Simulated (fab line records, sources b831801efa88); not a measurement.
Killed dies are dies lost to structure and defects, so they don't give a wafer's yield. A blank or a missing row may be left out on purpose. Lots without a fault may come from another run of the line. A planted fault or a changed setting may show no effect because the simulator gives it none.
fab line records | flow sky130
record lots=6 wafers=18 last_day=50
route steps=708 shown RES_XHIGH@339 SD_N@342 SD_P@359 PAD_OPEN@708
lots that met no fault: from a run of the same line without faults
start_h: hours from the record's first day to the start of the lot's first wafer shown | wait_h: hours since the lot's step before | " the same as in the row above | L1.1+2: a row that stands for several wafers | - no value, or no start given | * or withheld: withheld | < > ~ a bound
route shown NAME@n: a module of which the file shows steps, and the number in the route of the first | usual: mean/standard deviation of fault-free wafers | same: alike in all rows | chamber/n: place in a boat | sites: the reading at each site | _std_site: their standard deviation | _edge_site: outer sites' mean less inner sites' | radius_mm: how far each site lies from the wafer's centre | mask NAME#n: copy n | behind: the tool/chamber that last shaped the wafer | hold: why the lot was held/for how many hours/how that ended | device: the transistor (n, p or np) that didn't switch | end of line: the same wafers' tests at the end of the route | a step without rows: its recipe alone | killed: dies lost to structure and defects at the first sort, not the wafer's yield | map: a wafer's dies, x killed, . not, _ none there
set.NAME: the setting as run; set.NAME@STEP: as run at that earlier step | model.NAME: the simulator's own value behind a step, which no gauge read
lots at some steps of the route; a table a step, a row a wafer
services: from which hour (start_h, from the record's first day; less than 0 if before it) a tool's chamber was out of use, for how many hours, and why
## steps
# step SKY_RES_XHIGH_IMPLANT_07
# recipe species=BF2 energy_kev=20 dose_cm2=3.6e+14 tilt_deg=0
# step SKY_RES_XHIGH_STRIP_08
# recipe chemistry=O2/N2 power_w=1400 pressure_mtorr=1500 platen_temp_c=withheld o2_flow_sccm=3000 n2_flow_sccm=300 overash_fraction=0.5
# usual drypump_motor_current_A=5.8/0.44 oes_product_au=0.711/0.0043 strip_time_to_endpoint_s=14.28/0.044
# columns lot.wafer tool chamber start_h wait_h drypump_motor_current_A oes_product_au rf_hours_counter_h strip_time_to_endpoint_s
L803.1 plasma_asher-03 0 662.43 0.1 5.7 0.709 22 14.20
L803.5 " 0 " " 5.7 0.710 - 14.21
L803.6 " 1 " " 5.9 0.714 - 14.21
L812.1 plasma_asher-03 0 737.74 0.1 5.7 0.716 29 14.27
L812.3 " 0 " " 5.7 0.715 - 14.23
L812.5 " 1 " " 5.9 0.716 - 14.24
L814.1 plasma_asher-02 0 746.04 0.1 6.4 0.710 0 14.29
L814.2 " 1 " " 5.0 0.713 0 14.29
L814.4 " 1 " " 5.0 0.710 - 14.32
L815.2 plasma_asher-02 0 761.43 0.1 6.4 0.706 2 14.35
L815.5 " 0 " " 6.4 0.709 - 14.29
L815.6 " 1 " " 5.1 0.709 - 14.32
L816.1 plasma_asher-04 0 765.04 0.1 6.2 0.709 64 14.25
L816.3 " 1 " " 6.2 0.706 - 14.29
L816.4 " 0 " " 6.1 0.711 - 14.25
L818.4 plasma_asher-03 1 783.46 0.1 5.9 0.717 - 14.23
L818.5 " 0 " " 5.7 0.708 - 14.25
L818.6 " 1 " " 5.9 0.703 - 14.22
# step SKY_RES_XHIGH_TW_MEAS_09
# usual RES_XHIGH_TW=1629/11
# columns lot.wafer tool chamber start_h wait_h RES_XHIGH_TW
L803.1 film_metro-03 - 662.53 0.1 1631
L803.5 " - " " 1636
L803.6 " - " " 1643
L812.1 film_metro-02 - 737.84 0.1 1633
L812.3 " - " " 1624
L812.5 " - " " 1631
L814.1 film_metro-02 - 746.14 0.1 1620
L814.2 " - " " 1625
L814.4 " - " " 1627
L815.2 film_metro-04 - 761.54 0.1 1626
L815.5 " - " " 1626
L815.6 " - " " 1622
L816.1 film_metro-03 - 765.14 0.1 1645
L816.3 " - " " 1651
L816.4 " - " " 1644
L818.4 film_metro-03 - 783.56 0.1 1642
L818.5 " - " " 1645
L818.6 " - " " 1649
# step SKY_SD_N_DEHYDRATE_00
# recipe temp_c=200 time_s=60
# step SKY_SD_N_HMDS_01
# recipe prime_time_s=60 prime_temp_c=120
# step SKY_SD_N_COAT_02
# recipe resist=NOVOLAK spin_rpm=3000 resist_thk_nm=1140
# step SKY_SD_N_SOFTBAKE_03
# recipe temp_c=90 time_s=60 resist=NOVOLAK
# step SKY_SD_N_EXPOSE_04
# recipe mask_id=NSDM na=0.6 source_shape=conventional sigma_outer=0.6 polarization=unpolarized target_cd_nm=380 dose_mj=141
# step SKY_SD_N_PEB_05
# recipe temp_c=withheld time_s=* resist=NOVOLAK
# step SKY_SD_N_DEVELOP_06
# recipe resist=NOVOLAK developer=TMAH develop_time_s=60 dev_temp_c=23
# step SKY_SD_N_CD_MEAS_07
# recipe target_cd_nm=380
# usual cd_nm=379.8/2.8
# columns lot.wafer tool chamber start_h wait_h cd_nm
L803.1 cd_sem-01 - 690.54 0.1 382.6
L803.5 " - " " 381.3
L803.6 " - " " 379.0
L812.1 cd_sem-01 - 765.09 0.1 378.9
L812.3 " - " " 379.6
L812.5 " - " " 381.3
L814.1 cd_sem-02 - 772.98 0.1 382.6
L814.2 " - " " 380.2
L814.4 " - " " 382.2
L815.2 cd_sem-01 - 788.80 0.1 378.9
L815.5 " - " " 378.9
L815.6 " - " " 377.0
L816.1 cd_sem-02 - 791.84 0.1 381.4
L816.3 " - " " 379.8
L816.4 " - " " 380.0
L818.4 cd_sem-02 - 809.25 0.1 380.4
L818.5 " - " " 380.8
L818.6 " - " " 381.6
# step SKY_SD_N_OVL_MEAS_08
# usual SD_N_OVL=0.7/1.3
# columns lot.wafer tool chamber start_h wait_h SD_N_OVL[nm]
L803.1 overlay-01 - 690.66 0.1 2.1
L803.5 " - " " -1.3
L803.6 " - " " 3.0
L812.1 overlay-01 - 765.21 0.1 0.1
L812.3 " - " " -0.1
L812.5 " - " " -0.8
L814.1 overlay-02 - 773.10 0.1 0.1
L814.2 " - " " 0.2
L814.4 " - " " -0.2
L815.2 overlay-01 - 788.90 0.1 -3.0
L815.5 " - " " -0.2
L815.6 " - " " -1.7
L816.1 overlay-01 - 791.96 0.1 0.4
L816.3 " - " " 2.5
L816.4 " - " " 2.2
L818.4 overlay-02 - 809.33 0.1 2.7
L818.5 " - " " 2.9
L818.6 " - " " 3.1
# step SKY_SD_N_IMPLANT_09
# recipe species=As energy_kev=50 dose_cm2=4e+15 tilt_deg=0
# usual dose_ions_cm2=4e+15/4.8e+12 tilt_deg=-0.004/0.021
# columns lot.wafer tool chamber start_h wait_h dose_ions_cm2 tilt_deg
L803.1 implanter-03 0 690.69 0.0 4.007e+15 -0.051
L803.5 " 0 " " 4.004e+15 -0.036
L803.6 " 0 " " 3.997e+15 -0.031
L812.1 implanter-01 0 765.24 0.0 3.996e+15 0.014
L812.3 " 0 " " 4.001e+15 0.004
L812.5 " 0 " " 4e+15 -0.026
L814.1 implanter-01 0 773.13 0.0 3.698e+15 -0.003
L814.2 " 0 " " 3.685e+15 -0.020
L814.4 " 0 " " 3.687e+15 0.006
L815.2 implanter-03 0 788.96 0.0 4.004e+15 -0.020
L815.5 " 0 " " 4.006e+15 0.007
L815.6 " 0 " " 4.01e+15 -0.031
L816.1 implanter-01 0 791.99 0.0 3.692e+15 -0.020
L816.3 " 0 " " 3.682e+15 -0.002
L816.4 " 0 " " 3.692e+15 -0.027
L818.4 implanter-03 0 809.43 0.1 4.011e+15 0.000
L818.5 " 0 " " 4.008e+15 0.021
L818.6 " 0 " " 4.003e+15 0.027
# step SKY_SD_N_IMPLANT_10
# recipe species=P energy_kev=20 dose_cm2=1e+14 tilt_deg=0
# step SKY_SD_N_STRIP_11
# recipe chemistry=O2/N2 power_w=1400 pressure_mtorr=1500 platen_temp_c=withheld o2_flow_sccm=3000 n2_flow_sccm=300 overash_fraction=0.5
# usual drypump_motor_current_A=5.9/0.4 oes_product_au=0.528/0.0047 strip_time_to_endpoint_s=22.56/0.037
# columns lot.wafer tool chamber start_h wait_h drypump_motor_current_A oes_product_au rf_hours_counter_h strip_time_to_endpoint_s
L803.1 plasma_asher-01 0 690.99 0.1 6.1 0.529 88 22.54
L803.5 " 1 " " 6.0 0.532 - 22.60
L803.6 " 0 " " 6.1 0.527 - 22.57
L812.1 plasma_asher-02 1 765.54 0.1 5.0 0.526 2 22.55
L812.3 " 0 " " 6.4 0.531 - 22.56
L812.5 " 0 " " 6.4 0.524 - 22.58
L814.1 plasma_asher-01 0 773.43 0.1 6.1 0.525 96 22.25
L814.2 " 1 " " 5.9 0.533 96 22.28
L814.4 " 0 " " 6.1 0.539 - 22.27
L815.2 plasma_asher-02 1 789.23 0.1 5.1 0.533 5 22.61
L815.5 " 1 " " 5.1 0.521 - 22.57
L815.6 " 0 " " 6.4 0.525 - 22.60
L816.1 plasma_asher-03 1 792.29 0.1 5.9 0.532 35 22.23
L816.3 " 0 " " 5.7 0.525 - 22.31
L816.4 " 1 " " 5.9 0.531 - 22.29
L818.4 plasma_asher-01 0 809.68 0.1 6.1 0.535 - 22.54
L818.5 " 1 " " 5.9 0.526 - 22.51
L818.6 " 0 " " 6.1 0.525 - 22.53
# step SKY_SD_N_TW_MEAS_12
# usual SD_N_TW=3956/30
# columns lot.wafer tool chamber start_h wait_h SD_N_TW
L803.1 film_metro-03 - 691.09 0.1 3974
L803.5 " - " " 3980
L803.6 " - " " 3978
L812.1 film_metro-02 - 765.64 0.1 3946
L812.3 " - " " 3941
L812.5 " - " " 3977
L814.1 film_metro-02 - 773.53 0.1 3959
L814.2 " - " " 3925
L814.4 " - " " 3962
L815.2 film_metro-02 - 789.34 0.1 3952
L815.5 " - " " 3973
L815.6 " - " " 3966
L816.1 film_metro-04 - 792.39 0.1 3909
L816.3 " - " " 3916
L816.4 " - " " 3913
L818.4 film_metro-04 - 809.78 0.1 3914
L818.5 " - " " 3930
L818.6 " - " " 3921
# step SKY_SD_N_CLEAN_13
# recipe chemistry=SC1/SC2 mix=1:4:20 temp_c=70 time_s=150 dry=n2_spin
# step SKY_SD_N_RTA_14
# recipe temp_c=1075 time_s=2 idle_temp_c=650 ramp_up_c_per_s=150 ramp_down_c_per_s=90 ambient=N2
# usual chamber_o2_ppm=1.995/0.021 lamp_power_pct=15.74/0.052 wafer_temp_C_max=1078.0/1.3
# columns lot.wafer tool chamber start_h wait_h chamber_o2_ppm lamp_power_pct wafer_temp_C_max
L803.1 rtp_anneal-02 0 691.20 0.0 1.943 15.80 1079.0
L803.5 " 0 " " 1.999 15.69 1078.7
L803.6 " 0 " " 2.005 15.72 1077.8
L812.1 rtp_anneal-01 0 765.75 0.0 1.995 15.67 1079.3
L812.3 " 0 " " 1.978 15.70 1078.3
L812.5 " 0 " " 2.015 15.66 1078.5
L814.1 rtp_anneal-01 0 773.65 0.0 1.987 15.81 1077.0
L814.2 " 0 " " 1.973 15.71 1079.2
L814.4 " 0 " " 2.004 15.74 1078.6
L815.2 rtp_anneal-01 0 789.46 0.0 1.978 15.79 1076.8
L815.5 " 0 " " 2.011 15.67 1077.5
L815.6 " 0 " " 1.995 15.78 1077.4
L816.1 rtp_anneal-01 0 792.50 0.0 2.018 15.70 1078.0
L816.3 " 0 " " 1.960 15.73 1078.8
L816.4 " 0 " " 1.993 15.77 1078.1
L818.4 rtp_anneal-01 0 809.89 0.0 2.019 15.75 1078.6
L818.5 " 0 " " 2.006 15.78 1078.5
L818.6 " 0 " " 1.996 15.73 1078.1
# step SKY_SD_N_RS_MEAS_16
# recipe thk_meas_gauge=four-point-probe
# usual SD_N_RS=68.48/0.13
# columns lot.wafer tool chamber start_h wait_h SD_N_RS[ohm/sq]
L803.1 film_metro-03 - 691.38 0.1 68.67
L803.5 " - " " 68.70
L803.6 " - " " 68.75
L812.1 film_metro-03 - 765.93 0.1 68.48
L812.3 " - " " 68.50
L812.5 " - " " 68.46
L814.1 film_metro-04 - 773.82 0.1 69.06
L814.2 " - " " 69.04
L814.4 " - " " 68.97
L815.2 film_metro-04 - 789.65 0.1 68.19
L815.5 " - " " 68.29
L815.6 " - " " 68.34
L816.1 film_metro-02 - 792.68 0.1 69.13
L816.3 " - " " 69.24
L816.4 " - " " 69.29
L818.4 film_metro-02 - 810.09 0.1 68.55
L818.5 " - " " 68.66
L818.6 " - " " 68.62
# step SKY_SD_N_RS_MEAS_17
# recipe thk_meas_gauge=four-point-probe
# usual SD_P_RS=146.9/0.32
# columns lot.wafer tool chamber start_h wait_h SD_P_RS[ohm/sq]
L803.1 film_metro-03 - 691.50 0.1 146.7
L803.5 " - " " 146.9
L803.6 " - " " 147.1
L812.1 film_metro-03 - 766.05 0.1 146.9
L812.3 " - " " 146.7
L812.5 " - " " 147.0
L814.1 film_metro-04 - 773.94 0.1 146.3
L814.2 " - " " 146.8
L814.4 " - " " 146.4
L815.2 film_metro-04 - 789.77 0.1 146.3
L815.5 " - " " 146.6
L815.6 " - " " 146.7
L816.1 film_metro-02 - 792.80 0.1 147.4
L816.3 " - " " 147.0
L816.4 " - " " 147.4
L818.4 film_metro-02 - 810.21 0.1 147.1
L818.5 " - " " 147.2
L818.6 " - " " 147.0
# step SKY_PAD_OPEN_PROBE_99
# usual killed_at_M0_to_M3=43/6.7 killed_at_M4_up=3.2/1.8 killed_at_contacts=24/4.8 killed_at_front_end=16/4.2 killed_at_other=0.3/0.56 killed_dies=86/8.5 killed_open=47/6.7 killed_short=39/6
# same gross_dies=492 killed_at_back_side=0
# columns lot.wafer tool chamber start_h wait_h killed_at_M0_to_M3 killed_at_M4_up killed_at_contacts killed_at_front_end killed_at_other killed_dies killed_open killed_short model.etest.res_ndiff_hv.rs_ohm_sq
L803.1 prober-02 - 1106.57 0.1 53 2 31 19 0 105 59 45 112.8
L803.5 prober-02 - 1106.77 0.2 45 4 24 21 0 94 44 48 113.2
L803.6 prober-02 - 1106.82 0.2 43 3 24 19 0 89 43 46 113.2
L812.1 prober-01 - 1159.06 0.1 43 5 15 13 0 76 35 41 111.5
L812.3 prober-01 - 1159.16 0.2 29 2 32 13 0 76 43 33 111.2
L812.5 prober-01 - 1159.26 0.2 38 2 26 16 0 82 48 34 111.3
L814.1 prober-01 - 1163.70 0.1 34 1 22 12 0 69 45 24 116.1
L814.2 prober-01 - 1163.75 0.1 43 5 30 15 1 94 50 44 116.8
L814.4 prober-01 - 1163.85 0.2 50 2 30 17 0 99 57 42 117
L815.2 prober-02 - 1172.87 0.1 42 2 27 16 0 87 53 34 110.8
L815.5 prober-02 - 1173.02 0.2 39 4 29 22 0 94 43 51 110.7
L815.6 prober-02 - 1173.07 0.2 37 0 32 13 0 82 49 33 110.5
L816.1 prober-01 - 1176.91 0.1 57 2 19 12 2 92 53 39 117
L816.3 prober-01 - 1177.01 0.2 39 1 23 10 0 73 37 36 117.3
L816.4 prober-01 - 1177.06 0.2 47 4 20 21 0 92 52 40 116.8
L818.4 prober-01 - 1191.06 0.2 58 4 22 12 0 96 56 40 114.9
L818.5 prober-01 - 1191.11 0.2 44 3 20 13 0 80 42 38 114.4
L818.6 prober-01 - 1191.16 0.2 43 2 24 25 0 94 51 42 114.2
# killed by level:class
L803.1 VIA1:geometric_particle:open=16 CONTACT:geometric_particle:open=12 METAL2:geometric_particle:short=9 METAL1:geometric_particle:short=8 LI_CONTACT:geometric_particle:open=7 VIA3:geometric_particle:open=7 CONTACT:geometric_particle:short=5 VIA1:geometric_particle:short=5
L803.5 VIA1:geometric_particle:open=11 VIA1:geometric_particle:short=7 CONTACT:geometric_particle:open=7 LI_CONTACT:geometric_particle:open=6 CONTACT:geometric_particle:short=6 METAL2:geometric_particle:short=6 POLY_GATE:geometric_particle:short=5 METAL3:geometric_particle:short=5
L803.6 VIA1:geometric_particle:open=9 METAL1:geometric_particle:short=8 VIA3:geometric_particle:open=8 CONTACT:geometric_particle:short=7 VIA2:geometric_particle:open=7 POLY_GATE:geometric_particle:open=5 LOCAL_INTERCONNECT:geometric_particle:short=5 CONTACT:geometric_particle:open=5
L812.1 VIA1:geometric_particle:open=9 METAL1:geometric_particle:short=6 FIELD_ISO:geometric_particle:short=5 METAL2:geometric_particle:short=5 LI_CONTACT:geometric_particle:open=5 VIA2:geometric_particle:short=5 CONTACT:geometric_particle:open=4 CONTACT:geometric_particle:short=4
L812.3 CONTACT:geometric_particle:short=8 FIELD_ISO:geometric_particle:open=7 LI_CONTACT:geometric_particle:open=7 CONTACT:geometric_particle:open=7 VIA1:geometric_particle:open=6 LOCAL_INTERCONNECT:geometric_particle:short=5 LI_CONTACT:geometric_particle:short=4 VIA3:geometric_particle:open=4
L812.5 VIA1:geometric_particle:open=9 CONTACT:geometric_particle:open=7 LI_CONTACT:geometric_particle:open=6 CONTACT:geometric_particle:short=6 VIA3:geometric_particle:open=6 FIELD_ISO:geometric_particle:open=5 POLY_GATE:geometric_particle:open=5 VIA2:geometric_particle:open=5
L814.1 VIA1:geometric_particle:open=10 CONTACT:geometric_particle:open=9 VIA2:geometric_particle:open=8 CONTACT:geometric_particle:short=6 POLY_GATE:geometric_particle:short=5 VIA3:geometric_particle:open=5 VIA1:geometric_particle:short=4 FIELD_ISO:geometric_particle:open=3
L814.2 CONTACT:geometric_particle:open=9 LI_CONTACT:geometric_particle:open=8 VIA1:geometric_particle:open=8 CONTACT:geometric_particle:short=7 METAL2:geometric_particle:short=7 VIA2:geometric_particle:open=6 VIA3:geometric_particle:open=5 POLY_GATE:geometric_particle:short=4
L814.4 VIA1:geometric_particle:open=15 CONTACT:geometric_particle:short=10 VIA3:geometric_particle:open=10 LI_CONTACT:geometric_particle:open=8 CONTACT:geometric_particle:open=7 VIA1:geometric_particle:short=6 POLY_GATE:geometric_particle:short=5 VIA2:geometric_particle:open=5
L815.2 CONTACT:geometric_particle:open=14 VIA1:geometric_particle:open=9 VIA3:geometric_particle:open=8 VIA2:geometric_particle:open=7 LI_CONTACT:geometric_particle:open=6 VIA1:geometric_particle:short=5 VIA2:geometric_particle:short=5 CONTACT:geometric_particle:short=5
L815.5 CONTACT:geometric_particle:open=11 CONTACT:geometric_particle:short=7 VIA1:geometric_particle:open=7 VIA1:geometric_particle:short=6 POLY_GATE:geometric_particle:short=5 METAL1:geometric_particle:short=5 METAL2:geometric_particle:short=5 VIA3:geometric_particle:short=5
L815.6 VIA1:geometric_particle:open=12 LI_CONTACT:geometric_particle:open=10 CONTACT:geometric_particle:short=10 CONTACT:geometric_particle:open=8 METAL2:geometric_particle:short=6 VIA3:geometric_particle:open=4 VIA2:geometric_particle:open=4 FIELD_ISO:geometric_particle:open=3
L816.1 VIA2:geometric_particle:open=12 VIA1:geometric_particle:open=11 CONTACT:geometric_particle:open=9 VIA3:geometric_particle:open=8 METAL1:geometric_particle:short=5 VIA1:geometric_particle:short=5 LOCAL_INTERCONNECT:geometric_particle:short=4 METAL2:geometric_particle:short=4
L816.3 METAL2:geometric_particle:short=9 CONTACT:geometric_particle:open=8 VIA1:geometric_particle:open=8 CONTACT:geometric_particle:short=7 VIA2:geometric_particle:open=6 VIA3:geometric_particle:open=5 LI_CONTACT:geometric_particle:open=4 FIELD_ISO:geometric_particle:short=3
L816.4 VIA1:geometric_particle:open=16 LI_CONTACT:geometric_particle:open=8 POLY_GATE:geometric_particle:open=6 METAL2:geometric_particle:short=6 VIA2:geometric_particle:short=6 FIELD_ISO:geometric_particle:open=5 POLY_GATE:geometric_particle:short=5 VIA1:geometric_particle:short=5
L818.4 VIA1:geometric_particle:open=14 VIA2:geometric_particle:open=12 VIA1:geometric_particle:short=10 LI_CONTACT:geometric_particle:open=7 VIA3:geometric_particle:open=6 POLY_GATE:geometric_particle:short=5 LOCAL_INTERCONNECT:geometric_particle:short=5 CONTACT:geometric_particle:open=5
L818.5 VIA1:geometric_particle:open=12 CONTACT:geometric_particle:open=8 VIA2:geometric_particle:open=7 FIELD_ISO:geometric_particle:open=5 METAL2:geometric_particle:short=5 VIA2:geometric_particle:short=5 LI_CONTACT:geometric_particle:open=4 FIELD_ISO:geometric_particle:short=3
L818.6 VIA1:geometric_particle:open=12 FIELD_ISO:geometric_particle:short=7 POLY_GATE:geometric_particle:open=7 POLY_GATE:geometric_particle:short=7 VIA3:geometric_particle:open=7 VIA2:geometric_particle:open=6 LOCAL_INTERCONNECT:geometric_particle:short=6 VIA1:geometric_particle:short=6
## services
# columns tool chamber start_h hours kind
plasma_asher-04 - 648.35 5.8 pm
plasma_asher-04 - 655.40 1.8 repair
implanter-01 - 688.34 2.0 repair
implanter-01 - 723.06 0.9 repair
implanter-01 - 724.28 8.7 repair
plasma_asher-02 - 733.75 9.0 pm
plasma_asher-02 0 733.75 9.0 vent_cycle
plasma_asher-02 1 733.75 9.0 vent_cycle
implanter-01 - 742.09 19.3 repair
plasma_asher-02 0 742.75 - clean
plasma_asher-02 1 742.75 - clean
plasma_asher-01 - 744.21 7.7 repair
plasma_asher-02 - 770.56 0.5 repair
rtp_anneal-02 - 775.24 63.2 pm
plasma_asher-04 - 775.66 28.1 pm
plasma_asher-04 - 803.76 15.6 pm
## key
first_sign step=SKY_SD_N_IMPLANT_09 reading=dose_ions_cm2 direction=down sigmas=64 usual=* struck=*
effect step=SKY_SD_N_STRIP_11 reading=strip_time_to_endpoint_s direction=down sigmas=7.8 usual=* struck=*
effect step=SKY_SD_N_RS_MEAS_16 reading=SD_N_RS direction=up sigmas=5 usual=68.48 struck=69.12
model_effect step=SKY_PAD_OPEN_PROBE_99 value=etest.res_ndiff_hv.rs_ohm_sq without=114.6 struck=116.8
met_at SKY_SD_N_IMPLANT_09
struck_wafers L814.1,L814.2,L814.4,L816.1,L816.3,L816.4
tester_left_out L814,L816
onset_between 765.24 773.13
fault kind=process_parameter_drift tool=implanter-01 chamber=- onset_h=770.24 steps=SKY_SD_N_IMPLANT_09 channel=dose_cm2 offset=* shape=step end_h=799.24 acts_in=* stated=*
# tester_left_out: of these lots the tester's yield and bins aren't shown, on N5 and GAA mostly nor the transistor test; their killed dies are dies lost to structure and defects alone, not to doping, threshold or leakage, so they don't give the yield
